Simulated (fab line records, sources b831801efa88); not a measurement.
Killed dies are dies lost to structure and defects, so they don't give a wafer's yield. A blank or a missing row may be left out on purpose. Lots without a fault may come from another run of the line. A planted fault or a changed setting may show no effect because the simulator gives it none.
Which tool did it? | flow gf180mcu | 12 lots, 36 wafers sampled, at 6 steps of a route of 602

WHAT THE GAUGES READ, wafer by wafer
GF_HV_LDD_TW_MEAS_11. Usual: HV_LDD_TW 2426, standard deviation 22.
lot  | measured     | on            | HV_LDD_TW      | flag
L230 | day 11 03:57 | film_metro-04 | 2427 2446 2433 |
L232 | day 11 18:51 | film_metro-03 | 2400 2397 2393 |
L234 | day 12 09:01 | film_metro-04 | 2422 2419 2432 |
L235 | day 12 21:15 | film_metro-04 | 2448 2432 2438 |
L236 | day 13 04:51 | film_metro-04 | 2200 2194 2207 | OFF
L237 | day 13 12:47 | film_metro-04 | 2202 2212 2209 | OFF
L238 | day 13 22:13 | film_metro-03 | 2389 2386 2390 |
L243 | day 15 05:01 | film_metro-01 | 2448 2455 2453 |
L244 | day 15 10:21 | film_metro-03 | 2382 2390 2391 |
L247 | day 16 19:51 | film_metro-04 | 2443 2435 2425 |
L248 | day 17 06:12 | film_metro-01 | 2452 2455 2449 |
L249 | day 17 06:29 | film_metro-01 | 2438 2445 2454 |

GF_HV_LDD_CD_MEAS_19: target cd 400 nm. Usual: cd_nm 400.1 nm, standard deviation 2.
lot  | measured     | on        | cd_nm (nm)        | flag
L230 | day 11 22:30 | cd_sem-01 | 400.9 401.6 398.8 |
L232 | day 12 13:51 | cd_sem-01 | 400.0 400.5 399.3 |
L234 | day 13 04:49 | cd_sem-01 | 397.2 399.4 398.5 |
L235 | day 13 17:13 | cd_sem-02 | 399.7 403.0 402.1 |
L236 | day 14 01:24 | cd_sem-02 | 400.2 398.7 399.7 |
L237 | day 14 09:00 | cd_sem-02 | 401.6 401.0 402.3 |
L238 | day 14 19:16 | cd_sem-02 | 400.0 400.3 400.0 |
L243 | day 16 02:10 | cd_sem-01 | 402.9 400.7 400.6 |
L244 | day 16 06:46 | cd_sem-01 | 396.9 396.2 396.6 |
L247 | day 17 17:28 | cd_sem-01 | 397.7 396.3 396.9 |
L248 | day 18 04:07 | cd_sem-02 | 400.3 399.5 400.8 |
L249 | day 18 04:26 | cd_sem-01 | 401.2 400.0 403.5 |

GF_HV_LDD_RS_MEAS_53: measures by four-point-probe. Usual: HV_LDD_RS 413.3 ohm/sq, standard deviation 0.97.
lot  | measured     | on            | HV_LDD_RS (ohm/sq) | flag
L230 | day 13 15:57 | film_metro-01 | 415.9 414.4 415.3  |
L232 | day 14 08:23 | film_metro-03 | 413.0 414.0 412.8  |
L234 | day 14 23:57 | film_metro-01 | 413.4 413.5 413.5  |
L235 | day 15 12:11 | film_metro-04 | 413.2 413.5 411.7  |
L236 | day 15 20:23 | film_metro-01 | 392.7 392.2 392.5  | OFF
L237 | day 16 04:55 | film_metro-04 | 390.3 391.5 390.3  | OFF
L238 | day 16 14:54 | film_metro-03 | 411.6 412.5 412.7  |
L243 | day 17 22:56 | film_metro-03 | 413.0 413.9 413.4  |
L244 | day 18 03:50 | film_metro-03 | 412.5 412.6 412.0  |
L247 | day 19 17:50 | film_metro-03 | 412.0 412.4 412.0  |
L248 | day 20 05:29 | film_metro-03 | 413.4 412.6 411.7  |
L249 | day 20 06:04 | film_metro-03 | 412.5 412.4 412.7  |

WHICH TOOL RAN EACH LOT (tool, then ch and the chambers of the sampled wafers, then the start)
lot  | GF_VT_IMPLANT_STRIP_42               | GF_HV_LDD_IMPLANT_09            | GF_HV_LDD_STRIP_22
L230 | plasma_asher-04 ch 1, day 8 14:08    | implanter-03 ch 0, day 11 03:43 | plasma_asher-02 ch 0,1, day 11 22:47
L232 | plasma_asher-01 ch 0,1, day 9 04:41  | implanter-03 ch 0, day 11 18:37 | plasma_asher-02 ch 0,1, day 12 14:08
L234 | plasma_asher-04 ch 0,1, day 9 17:11  | implanter-01 ch 0, day 12 08:47 | plasma_asher-03 ch 0,1, day 13 05:06
L235 | plasma_asher-01 ch 0,1, day 10 03:59 | implanter-01 ch 0, day 12 21:01 | plasma_asher-01 ch 0,1, day 13 17:29
L236 | plasma_asher-03 ch 0,1, day 10 11:26 | implanter-03 ch 0, day 13 04:37 | plasma_asher-02 ch 0,1, day 14 01:41
L237 | plasma_asher-01 ch 0,1, day 10 19:01 | implanter-03 ch 0, day 13 12:32 | plasma_asher-03 ch 0,1, day 14 09:19
L238 | plasma_asher-04 ch 0,1, day 11 03:10 | implanter-01 ch 0, day 13 21:59 | plasma_asher-01 ch 0,1, day 14 19:34
L243 | plasma_asher-03 ch 0,1, day 12 07:23 | implanter-01 ch 0, day 15 04:49 | plasma_asher-03 ch 0,1, day 16 02:26
L244 | plasma_asher-01 ch 0,1, day 12 11:58 | implanter-04 ch 0, day 15 10:07 | plasma_asher-01 ch 0,1, day 16 07:03
L247 | plasma_asher-04 ch 0,1, day 13 15:22 | implanter-04 ch 0, day 16 19:37 | plasma_asher-02 ch 0,1, day 17 17:44
L248 | plasma_asher-04 ch 1, day 13 22:46   | implanter-03 ch 0, day 17 05:58 | plasma_asher-01 ch 1, day 18 04:24
L249 | plasma_asher-01 ch 1, day 14 01:22   | implanter-01 ch 0, day 17 06:14 | plasma_asher-02 ch 0, day 18 04:44
- GF_VT_IMPLANT_STRIP_42: strips in O2/N2.
- GF_HV_LDD_IMPLANT_09
- GF_HV_LDD_STRIP_22: strips in O2/N2.

WHAT THE TOOLS THEMSELVES READ (means of the sampled wafers that have a number; where no wafer has one, the mark that the record gives instead)
GF_VT_IMPLANT_STRIP_42. Usual: drypump_motor_current_A 5.7 A, standard deviation 0.31; heater_power_w 353 W, standard deviation 71; n2_flow_sccm 299.9 sccm, standard deviation 0.97; oes_product_au 0.716 a.u., standard deviation 0.0048; strip_time_to_endpoint_s 12.63 s, standard deviation 0.035.
lot  | tool            | drypump_motor_current_A (A) | heater_power_w (W) | n2_flow_sccm (sccm) | oes_product_au (a.u.) | strip_time_to_endpoint_s (s) | flag
L230 | plasma_asher-04 | 6.2                         | 295                | 300.1               | 0.715                 | 12.66                        |
L232 | plasma_asher-01 | 5.8                         | 387                | 300.7               | 0.716                 | 12.59                        |
L234 | plasma_asher-04 | 5.9                         | 296                | 300.0               | 0.715                 | 12.64                        |
L235 | plasma_asher-01 | 5.8                         | 390                | 299.3               | 0.715                 | 12.68                        |
L236 | plasma_asher-03 | 5.3                         | 348                | 300.0               | 0.711                 | 12.67                        |
L237 | plasma_asher-01 | 5.8                         | 392                | 299.9               | 0.718                 | 12.59                        |
L238 | plasma_asher-04 | 5.7                         | 299                | 301.4               | 0.716                 | 12.67                        |
L243 | plasma_asher-03 | 5.3                         | 338                | 300.5               | 0.713                 | 12.64                        |
L244 | plasma_asher-01 | 5.8                         | 454                | 300.1               | 0.712                 | 12.59                        |
L247 | plasma_asher-04 | 5.7                         | 303                | 299.7               | 0.718                 | 12.65                        |
L248 | plasma_asher-04 | 6.1                         | 291                | 299.1               | 0.716                 | 12.61                        |
L249 | plasma_asher-01 | 5.8                         | 337                | 300.0               | 0.715                 | 12.64                        |

GF_HV_LDD_IMPLANT_09. Usual: tilt_deg 7.000 degrees, standard deviation 0.02.
lot  | tool         | tilt_deg (degrees) | flag
L230 | implanter-03 | 6.980              |
L232 | implanter-03 | 7.004              |
L234 | implanter-01 | 7.007              |
L235 | implanter-01 | 7.001              |
L236 | implanter-03 | -0.019             | OFF
L237 | implanter-03 | 0.012              | OFF
L238 | implanter-01 | 7.006              |
L243 | implanter-01 | 6.987              |
L244 | implanter-04 | 7.009              |
L247 | implanter-04 | 7.021              |
L248 | implanter-03 | 6.996              |
L249 | implanter-01 | 7.007              |

GF_HV_LDD_STRIP_22. Usual: drypump_motor_current_A 5.57 A, standard deviation 0.28; heater_power_w 363 W, standard deviation 65; n2_flow_sccm 300.0 sccm, standard deviation 0.92; oes_product_au 0.717 a.u., standard deviation 0.005; strip_time_to_endpoint_s 12.641 s, standard deviation 0.029.
lot  | tool            | drypump_motor_current_A (A) | heater_power_w (W) | n2_flow_sccm (sccm) | oes_product_au (a.u.) | strip_time_to_endpoint_s (s) | flag
L230 | plasma_asher-02 | 5.57                        | 328                | 299.9               | 0.715                 | 12.656                       |
L232 | plasma_asher-02 | 5.57                        | 333                | 300.0               | 0.718                 | 12.646                       |
L234 | plasma_asher-03 | 5.34                        | 351                | 300.1               | 0.717                 | 12.614                       |
L235 | plasma_asher-01 | 5.79                        | 392                | 300.2               | 0.719                 | 12.682                       |
L236 | plasma_asher-02 | 5.77                        | 314                | 300.9               | 0.722                 | 12.659                       |
L237 | plasma_asher-03 | 5.33                        | 349                | 300.7               | 0.719                 | 12.628                       |
L238 | plasma_asher-01 | 5.81                        | 388                | 299.8               | 0.715                 | 12.664                       |
L243 | plasma_asher-03 | 5.33                        | 342                | 299.1               | 0.710                 | 12.593                       |
L244 | plasma_asher-01 | 5.87                        | 453                | 299.6               | 0.721                 | 12.662                       |
L247 | plasma_asher-02 | 5.77                        | 314                | 299.9               | 0.715                 | 12.667                       |
L248 | plasma_asher-01 | 5.76                        | 338                | 299.3               | 0.716                 | 12.636                       |
L249 | plasma_asher-02 | 5.40                        | 335                | 300.4               | 0.720                 | 12.613                       |

THE ANSWER, worked out from the rows above alone
Rule: a lot is off if the mean of its wafers that have a number lies more than 3 standard deviations from the usual mean. A lot without any number at a reading at which 4 lots or more have one is off too. The other lots that the step has rows for count as sound. The gauges are gone through in route order, then the tools' own readings, and for those a lot's mean is taken as printed above. The first step at which some lot is off is used, and at that step the reading that is off furthest; a lot without a number counts as furthest.
Off: L236, L237, at GF_HV_LDD_TW_MEAS_11 (HV_LDD_TW).
A tool fits if, at a process step before that reading, it ran every lot that is off, and no sound lot after the first of them. The gauges at GF_HV_LDD_TW_MEAS_11 aren't tried: what is off there is off at GF_HV_LDD_IMPLANT_09 too, on other tools, and a gauge's error can't cause that. None of those tried fits.

WHAT THE SIMULATOR HAD PUT IN
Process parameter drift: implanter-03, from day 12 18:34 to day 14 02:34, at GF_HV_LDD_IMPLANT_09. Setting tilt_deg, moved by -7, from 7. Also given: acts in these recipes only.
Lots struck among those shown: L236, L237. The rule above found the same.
